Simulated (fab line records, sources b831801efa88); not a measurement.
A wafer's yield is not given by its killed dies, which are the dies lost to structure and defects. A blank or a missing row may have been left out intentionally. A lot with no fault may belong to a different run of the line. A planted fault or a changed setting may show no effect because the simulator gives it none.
Chamber matching | flow gf180mcu | pecvd-02 running GF_V1_CVD_02: 3 sister chambers
The step deposits SiO2 from TEOS, target thk 850 nm, time 94.851 s. 6 wafers are shown with their chamber, then 7 later ones without.

== WAFERS PAIRED WITH THEIR CHAMBERS ==
wafer  | chamber | heater-power-w (W)
L074.2 | 2       | 745
L086.1 | 1       | 556
L087.2 | 1       | 575
L087.6 | 0       | 536
L091.1 | 2       | 732
L091.2 | 0       | 672

== WAFERS WITH NO CHAMBER GIVEN ==
wafer  | heater-power-w (W)
L091.6 | 754
L094.1 | 632
L094.2 | 638
L094.3 | 750
L095.1 | 661
L095.2 | 619
L095.6 | 645

== WHICH CHAMBER EACH WENT THROUGH ==
wafer  | from the rows above          | in truth
L091.6 | 2                            | 2
L094.1 | can't be placed: 0 or 1 or 2 | 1
L094.2 | can't be placed: 0 or 1 or 2 | 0
L094.3 | 2                            | 2
L095.1 | can't be placed: 0 or 2 or 1 | 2
L095.2 | can't be placed: 0 or 1 or 2 | 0
L095.6 | can't be placed: 0 or 1 or 2 | 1
2 of 7 placed correctly. Unplaceable from these rows: 5, with the true chamber sitting among the candidates in 5. Number placed wrongly: 0.
How it was worked out, from the rows above alone: a wafer's distance from a chamber is the root of the sum, over the readings, of the square of ((its reading less the chamber's mean) divided by the reading's scatter). The wafer belongs to the nearest chamber; if the next one is less than 2 further off, it can't be placed. Each chamber's mean is taken over the wafers shown for it. The scatter: take each reading less its chamber's mean, square it, sum over the shown wafers, divide by the number of wafers less the number of chambers, and take the root.
